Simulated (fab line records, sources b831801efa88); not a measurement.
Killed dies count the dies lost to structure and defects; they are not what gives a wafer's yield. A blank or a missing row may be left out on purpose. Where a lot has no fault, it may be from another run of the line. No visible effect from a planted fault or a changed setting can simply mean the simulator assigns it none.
Which tool was responsible? / flow gf180mcu / 14 lots, 42 wafers sampled, at 4 steps of a route of 602

## WHAT THE GAUGES SHOWED, per wafer
GF_M5_CD_MEAS_07 targets a cd of 280 nm.
lot=L699; measured=day 26 06:12; on=cd sem-01; cd nm (nm)=279.5 278.8 278.8
lot=L700; measured=day 26 10:50; on=cd sem-01; cd nm (nm)=281.0 280.2 280.5
lot=L701; measured=day 26 19:12; on=cd sem-01; cd nm (nm)=279.4 280.9 279.6
lot=L703; measured=day 27 13:07; on=cd sem-02; cd nm (nm)=279.5 280.8 280.4
lot=L704; measured=day 28 01:46; on=cd sem-01; cd nm (nm)=281.6 281.5 280.4
lot=L705; measured=day 28 09:32; on=cd sem-02; cd nm (nm)=280.3 279.2 280.2
lot=L706; measured=day 28 15:19; on=cd sem-02; cd nm (nm)=279.4 280.0 279.6
lot=L708; measured=day 29 03:28; on=cd sem-01; cd nm (nm)=282.9 282.0 281.8
lot=L710; measured=day 29 21:05; on=cd sem-02; cd nm (nm)=281.0 280.2 279.8
lot=L712; measured=day 30 05:54; on=cd sem-01; cd nm (nm)=277.0 276.5 277.4
lot=L713; measured=day 30 11:22; on=cd sem-02; cd nm (nm)=279.3 278.9 280.5
lot=L716; measured=day 31 03:55; on=cd sem-01; cd nm (nm)=281.6 283.3 282.3
lot=L718; measured=day 31 21:47; on=cd sem-01; cd nm (nm)=279.1 279.0 279.1
lot=L721; measured=day 32 16:34; on=cd sem-02; cd nm (nm)=280.5 280.3 280.2

GF_M5_OVL_MEAS_08.
lot=L699; measured=day 26 06:19; on=overlay-02; M5_OVL (nm)=7 6 8
lot=L700; measured=day 26 10:56; on=overlay-01; M5_OVL (nm)=-3 0 -7
lot=L701; measured=day 26 19:19; on=overlay-02; M5_OVL (nm)=-7 -4 -7
lot=L703; measured=day 27 13:14; on=overlay-01; M5_OVL (nm)=6 9 2
lot=L704; measured=day 28 01:52; on=overlay-02; M5_OVL (nm)=-3 7 2
lot=L705; measured=day 28 09:38; on=overlay-02; M5_OVL (nm)=2 -2 -2
lot=L706; measured=day 28 15:25; on=overlay-02; M5_OVL (nm)=-4 -4 -10
lot=L708; measured=day 29 03:35; on=overlay-01; M5_OVL (nm)=0 2 1
lot=L710; measured=day 29 21:11; on=overlay-01; M5_OVL (nm)=4 8 6
lot=L712; measured=day 30 06:01; on=overlay-02; M5_OVL (nm)=1 1 -5
lot=L713; measured=day 30 11:29; on=overlay-01; M5_OVL (nm)=4 -1 5
lot=L716; measured=day 31 04:02; on=overlay-02; M5_OVL (nm)=1 -1 -2
lot=L718; measured=day 31 21:54; on=overlay-02; M5_OVL (nm)=7 7 2
lot=L721; measured=day 32 16:41; on=overlay-02; M5_OVL (nm)=-7 -8 -12

GF_PASSIVATION_THK_MEAS_03.
lot=L699; measured=day 28 02:47; on=film metro-04; PASSIVATION_CVD_02_THK (nm)=698 703 709
lot=L700; measured=day 28 08:19; on=film metro-03; PASSIVATION_CVD_02_THK (nm)=694 683 701
lot=L701; measured=day 28 15:57; on=film metro-03; PASSIVATION_CVD_02_THK (nm)=693 698 699
lot=L703; measured=day 29 08:44; on=film metro-03; PASSIVATION_CVD_02_THK (nm)=698 696 701
lot=L704; measured=day 29 20:14; on=film metro-03; PASSIVATION_CVD_02_THK (nm)=692 690 700
lot=L705; measured=day 30 03:44; on=film metro-04; PASSIVATION_CVD_02_THK (nm)=676 687 694
lot=L706; measured=day 30 09:08; on=film metro-03; PASSIVATION_CVD_02_THK (nm)=692 697 713
lot=L708; measured=day 30 20:09; on=film metro-02; PASSIVATION_CVD_02_THK (nm)=696 698 700
lot=L710; measured=day 31 13:03; on=film metro-04; PASSIVATION_CVD_02_THK (nm)=695 697 713
lot=L712; measured=day 31 22:44; on=film metro-02; PASSIVATION_CVD_02_THK (nm)=695 712 712
lot=L713; measured=day 32 02:35; on=film metro-04; PASSIVATION_CVD_02_THK (nm)=705 694 714
lot=L716; measured=day 32 18:50; on=film metro-04; PASSIVATION_CVD_02_THK (nm)=698 705 706
lot=L718; measured=day 33 11:23; on=film metro-04; PASSIVATION_CVD_02_THK (nm)=689 685 699
lot=L721; measured=day 34 04:46; on=film metro-04; PASSIVATION_CVD_02_THK (nm)=692 684 697

## EACH LOT AND THE TOOL THAT RAN IT (in order: tool; ch and the chambers of the sampled wafers; start)
lot=L699; GF_V3_SPUTTER_22=pvd sputter-04, day 22 08:48
lot=L700; GF_V3_SPUTTER_22=pvd sputter-04, day 22 15:42
lot=L701; GF_V3_SPUTTER_22=pvd sputter-03, day 23 01:02
lot=L703; GF_V3_SPUTTER_22=pvd sputter-03, day 23 20:08
lot=L704; GF_V3_SPUTTER_22=pvd sputter-04, day 24 10:17
lot=L705; GF_V3_SPUTTER_22=pvd sputter-04, day 24 17:46
lot=L706; GF_V3_SPUTTER_22=pvd sputter-04, day 25 02:09
lot=L708; GF_V3_SPUTTER_22=pvd sputter-04, day 25 13:02
lot=L710; GF_V3_SPUTTER_22=pvd sputter-03, day 26 10:23
lot=L712; GF_V3_SPUTTER_22=pvd sputter-03, day 26 19:19
lot=L713; GF_V3_SPUTTER_22=pvd sputter-03, day 27 03:12
lot=L716; GF_V3_SPUTTER_22=pvd sputter-03, day 27 21:22
lot=L718; GF_V3_SPUTTER_22=pvd sputter-02, day 28 16:40
lot=L721; GF_V3_SPUTTER_22=pvd sputter-03, day 29 14:31
- GF_V3_SPUTTER_22: material TiN, target thk 10 nm, time 40 s.

## AS READ BY THE TOOLS THEMSELVES (means over the sampled wafers that have a number; for cases with no such wafer, the mark the record gives instead)
GF_V3_SPUTTER_22.
lot=L699; tool=pvd sputter-04; chamber pressure pa (Pa)=5.004; throttle valve pct (%)=29.5
lot=L700; tool=pvd sputter-04; chamber pressure pa (Pa)=4.999; throttle valve pct (%)=29.6
lot=L701; tool=pvd sputter-03; chamber pressure pa (Pa)=5.000; throttle valve pct (%)=29.6
lot=L703; tool=pvd sputter-03; chamber pressure pa (Pa)=4.993; throttle valve pct (%)=29.5
lot=L704; tool=pvd sputter-04; chamber pressure pa (Pa)=5.002; throttle valve pct (%)=29.6
lot=L705; tool=pvd sputter-04; chamber pressure pa (Pa)=4.993; throttle valve pct (%)=29.4
lot=L706; tool=pvd sputter-04; chamber pressure pa (Pa)=4.997; throttle valve pct (%)=29.4
lot=L708; tool=pvd sputter-04; chamber pressure pa (Pa)=5.003; throttle valve pct (%)=29.7
lot=L710; tool=pvd sputter-03; chamber pressure pa (Pa)=5.002; throttle valve pct (%)=29.9
lot=L712; tool=pvd sputter-03; chamber pressure pa (Pa)=4.996; throttle valve pct (%)=29.1
lot=L713; tool=pvd sputter-03; chamber pressure pa (Pa)=5.016; throttle valve pct (%)=29.6
lot=L716; tool=pvd sputter-03; chamber pressure pa (Pa)=5.003; throttle valve pct (%)=29.4
lot=L718; tool=pvd sputter-02; chamber pressure pa (Pa)=5.005; throttle valve pct (%)=29.2
lot=L721; tool=pvd sputter-03; chamber pressure pa (Pa)=4.992; throttle valve pct (%)=29.6

## THE ANSWER, worked out from the rows above alone
Rule: usual is defined by the lots themselves. Put in order of their means at a reading, lots are off if they are a third of the lots or fewer, leave a main group of 4 or more, and stand apart from it by a gap of 3 or more times the standard deviation of the main group's means; of several such gaps the widest counts. The tables above print the reading to a certain number of digits; a main group whose means all agree to those digits is not used. A lot without any number at a reading at which 4 lots or more have one is off too. The other lots that the step has rows for count as sound. After the gauges, taken in route order, come the tools' own readings; for these a lot's mean is taken, as printed above. At the first step where some lot is off, the reading lying furthest off is the one used; lots without a number count as furthest.
None of the lots is off at any reading shown; this tells nothing.

## WHAT WAS PUT IN BY THE SIMULATOR
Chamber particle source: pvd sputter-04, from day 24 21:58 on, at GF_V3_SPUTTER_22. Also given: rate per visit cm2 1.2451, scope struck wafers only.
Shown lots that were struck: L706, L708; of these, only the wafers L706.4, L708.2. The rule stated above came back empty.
